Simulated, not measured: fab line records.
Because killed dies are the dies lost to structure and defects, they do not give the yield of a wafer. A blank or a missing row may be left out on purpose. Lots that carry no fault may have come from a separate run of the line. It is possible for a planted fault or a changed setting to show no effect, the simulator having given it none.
Which tool did it?	flow sky130	10 lots with 30 wafers sampled at 7 steps, on a route of 708 steps

## WHAT THE GAUGES READ, wafer by wafer
SKY_RES_XHIGH_TW_MEAS_09. Usual: for RES_XHIGH_TW the level is 1624 and the standard deviation is 9.5.
lot	measured	on	RES_XHIGH_TW	flag
L672	day 28 14:56	film-metro-04	1623 1612 1627	
L676	day 28 21:41	film-metro-04	1624 1630 1626	
L678	day 29 07:40	film-metro-02	1625 1625 1626	
L681	day 30 17:08	film-metro-04	1632 1628 1628	
L682	day 31 06:46	film-metro-04	1629 1625 1637	
L683	day 31 11:15	film-metro-04	1541 1549 1551 1551 1549 1554	OFF
L684	day 31 12:01	film-metro-04	1545 1550 1547 1554 1549 1544	OFF
L685	day 31 15:38	film-metro-03	1539 1539 1531 1533 1535 1537	OFF
L692	day 33 23:05	film-metro-04	1629 1632 1636	
L693	day 34 04:43	film-metro-02	1618 1633 1632	

SKY_SD_N_RS_MEAS_18: a four-point-probe measurement. Usual: for RES_XHIGH_RS the level is 332.9 ohm/sq and the standard deviation is 0.96.
lot	measured	on	RES_XHIGH_RS (ohm/sq)	flag
L672	day 29 20:20	film-metro-04	333.0 333.4 333.5	
L676	day 30 02:38	film-metro-03	331.7 331.1 332.3	
L678	day 30 11:05	film-metro-02	333.9 331.8 332.6	
L681	day 31 22:17	film-metro-03	334.3 334.6 335.2	
L682	day 32 11:02	film-metro-04	332.6 333.3 332.0	
L683	day 32 15:28	film-metro-02	379.0 377.5 378.6 378.4 377.5 377.8	OFF
L684	day 32 16:36	film-metro-03	378.0 378.2 378.0 377.7 377.4 378.4	OFF
L685	day 32 19:59	film-metro-02	378.7 379.6 378.3 378.0 378.8 378.2	OFF
L692	day 35 01:29	film-metro-02	331.3 332.2 331.3	
L693	day 35 07:31	film-metro-04	332.4 334.3 332.6	

SKY_LI_CONTACT_BOW_MEAS_03. Usual: for LI_CONTACT_BOW the level is 55 um and the standard deviation is 6.4.
lot	measured	on	LI_CONTACT_BOW (um)	flag
L672	day 29 21:48	film-metro-02	64 67 50	
L676	day 30 03:14	film-metro-03	53 61 55	
L678	day 30 11:41	film-metro-02	53 62 55	
L681	day 31 22:53	film-metro-03	66 57 51	
L682	day 32 11:38	film-metro-03	54 57 50	
L692	day 35 02:05	film-metro-03	54 48 53	
L693	day 35 08:07	film-metro-04	56 54 48	

## WHICH TOOL RAN EACH LOT (tool, then ch and the chambers of the sampled wafers, then the start)
lot	SKY_LDD_N_STRIP_16	SKY_LDD_HVP_STRIP_09	SKY_RES_XHIGH_IMPLANT_07	SKY_RES_XHIGH_STRIP_08
L672	plasma-asher-01 ch 0,1, day 18 17:38	plasma-asher-02 ch 1, day 22 15:31	implanter-01 ch 0, day 28 14:42	plasma-asher-02 ch 0, day 28 14:50
L676	plasma-asher-01 ch 0,1, day 20 04:11	plasma-asher-03 ch 0,1, day 24 01:10	implanter-01 ch 0, day 28 21:26	plasma-asher-02 ch 0,1, day 28 21:35
L678	plasma-asher-04 ch 0,1, day 20 16:25	plasma-asher-03 ch 0,1, day 24 11:49	implanter-01 ch 0, day 29 07:25	plasma-asher-01 ch 0,1, day 29 07:34
L681	plasma-asher-01 ch 0,1, day 22 03:47	plasma-asher-01 ch 0,1, day 25 20:58	implanter-03 ch 0, day 30 16:53	plasma-asher-02 ch 0,1, day 30 17:02
L682	plasma-asher-01 ch 0,1, day 22 18:04	plasma-asher-01 ch 0,1, day 26 10:57	implanter-01 ch 0, day 31 06:34	plasma-asher-01 ch 0,1, day 31 06:40
L683	plasma-asher-04 ch 0,1, day 23 00:26	plasma-asher-01 ch 0,1, day 26 15:08	implanter-01 ch 0, day 31 11:00	plasma-asher-02 ch 0,1, day 31 11:09
L684	plasma-asher-04 ch 0,1, day 23 01:09	plasma-asher-02 ch 0,1, day 26 16:09	implanter-01 ch 0, day 31 11:49	plasma-asher-01 ch 0,1, day 31 11:55
L685	plasma-asher-04 ch 0,1, day 23 07:19	plasma-asher-01 ch 0,1, day 26 22:59	implanter-01 ch 0, day 31 15:23	plasma-asher-02 ch 0,1, day 31 15:32
L692	plasma-asher-01 ch 0,1, day 25 19:32	plasma-asher-03 ch 0,1, day 29 08:11	implanter-03 ch 0, day 33 22:50	plasma-asher-01 ch 0,1, day 33 22:59
L693	plasma-asher-01 ch 0,1, day 26 00:28	plasma-asher-02 ch 0,1, day 29 13:13	implanter-03 ch 0, day 34 04:29	plasma-asher-03 ch 0,1, day 34 04:37
- SKY_LDD_N_STRIP_16: strips in O2/N2.
- SKY_LDD_HVP_STRIP_09: strips in O2/N2.
- SKY_RES_XHIGH_IMPLANT_07
- SKY_RES_XHIGH_STRIP_08: strips in O2/N2.

## AS READ BY THE TOOLS THEMSELVES (means over the sampled wafers that have a number; for cases with no such wafer, the mark the record gives instead)
SKY_LDD_N_STRIP_16. Usual: drypump-motor-current-A 5.8 A, standard deviation 0.62; oes-product-au 0.406 a.u., standard deviation 0.0046; strip-time-to-endpoint-s 4.313 s, standard deviation 0.015.
lot	tool	drypump-motor-current-A (A)	oes-product-au (a.u.)	strip-time-to-endpoint-s (s)	flag
L672	plasma-asher-01	6.2	0.408	4.349	
L676	plasma-asher-01	6.1	0.408	4.297	
L678	plasma-asher-04	5.5	0.403	4.289	
L681	plasma-asher-01	5.7	0.410	4.312	
L682	plasma-asher-01	6.1	0.405	4.312	
L683	plasma-asher-04	5.8	0.400	4.301	
L684	plasma-asher-04	5.9	0.408	4.307	
L685	plasma-asher-04	5.9	0.408	4.314	
L692	plasma-asher-01	6.2	0.409	4.313	
L693	plasma-asher-01	6.1	0.411	4.318	

SKY_LDD_HVP_STRIP_09. Usual: drypump-motor-current-A 5.8 A, standard deviation 0.63; oes-product-au 0.408 a.u., standard deviation 0.0042; strip-time-to-endpoint-s 4.138 s, standard deviation 0.017.
lot	tool	drypump-motor-current-A (A)	oes-product-au (a.u.)	strip-time-to-endpoint-s (s)	flag
L672	plasma-asher-02	5.1	0.404	4.138	
L676	plasma-asher-03	5.6	0.406	4.151	
L678	plasma-asher-03	6.1	0.405	4.119	
L681	plasma-asher-01	6.2	0.406	4.143	
L682	plasma-asher-01	5.7	0.409	4.110	
L683	plasma-asher-01	5.7	0.407	4.133	
L684	plasma-asher-02	5.7	0.408	4.137	
L685	plasma-asher-01	6.1	0.409	4.158	
L692	plasma-asher-03	5.6	0.405	4.131	
L693	plasma-asher-02	5.4	0.405	4.146	

SKY_RES_XHIGH_IMPLANT_07. Usual: dose-ions-cm2 3.6e+14, standard deviation 4e+11.
lot	tool	dose-ions-cm2	flag
L672	implanter-01	3.6e+14	
L676	implanter-01	3.6e+14	
L678	implanter-01	3.6e+14	
L681	implanter-03	3.6e+14	
L682	implanter-01	3.6e+14	
L683	implanter-01	3.0e+14	OFF
L684	implanter-01	3.0e+14	OFF
L685	implanter-01	3.0e+14	OFF
L692	implanter-03	3.6e+14	
L693	implanter-03	3.6e+14	

SKY_RES_XHIGH_STRIP_08. Usual: drypump-motor-current-A 5.8 A, standard deviation 0.59; oes-product-au 0.711 a.u., standard deviation 0.0048; strip-time-to-endpoint-s 14.29 s, standard deviation 0.034.
lot	tool	drypump-motor-current-A (A)	oes-product-au (a.u.)	strip-time-to-endpoint-s (s)	flag
L672	plasma-asher-02	6.1	0.715	14.33	
L676	plasma-asher-02	5.5	0.707	14.31	
L678	plasma-asher-01	6.1	0.705	14.28	
L681	plasma-asher-02	5.8	0.711	14.29	
L682	plasma-asher-01	5.7	0.718	14.29	
L683	plasma-asher-02	5.4	0.724	14.17	OFF
L684	plasma-asher-01	5.7	0.716	14.19	
L685	plasma-asher-02	5.8	0.715	14.20	
L692	plasma-asher-01	6.2	0.718	14.24	
L693	plasma-asher-03	6.1	0.708	14.26	

## THE ANSWER, worked out from the rows above alone
Rule: take the mean of a lot's wafers that have a number; if it is more than 3 standard deviations from the usual mean, the lot is off. A lot without any number at a reading at which 4 lots or more have one is off too. Any other lot the step has rows for is counted as sound. Order of review: gauges by route order, followed by the tools' own readings, for which a lot's mean as printed above is used. At the first step where some lot is off, the reading lying furthest off is the one used; lots without a number count as furthest.
Off: L683, L684, L685, at SKY_RES_XHIGH_TW_MEAS_09 (RES_XHIGH_TW).
A tool fits if, at a process step before that reading, it ran every lot that is off, and no sound lot after the first of them. The gauges at SKY_RES_XHIGH_TW_MEAS_09 aren't tried: what is off there is off at SKY_RES_XHIGH_IMPLANT_07 too, on other tools, and a gauge's error can't cause that. This does not decide it: 2 tools fit, namely plasma-asher-04 at SKY_LDD_N_STRIP_16 and implanter-01 at SKY_RES_XHIGH_IMPLANT_07.

## WHAT THE SIMULATOR PUT IN
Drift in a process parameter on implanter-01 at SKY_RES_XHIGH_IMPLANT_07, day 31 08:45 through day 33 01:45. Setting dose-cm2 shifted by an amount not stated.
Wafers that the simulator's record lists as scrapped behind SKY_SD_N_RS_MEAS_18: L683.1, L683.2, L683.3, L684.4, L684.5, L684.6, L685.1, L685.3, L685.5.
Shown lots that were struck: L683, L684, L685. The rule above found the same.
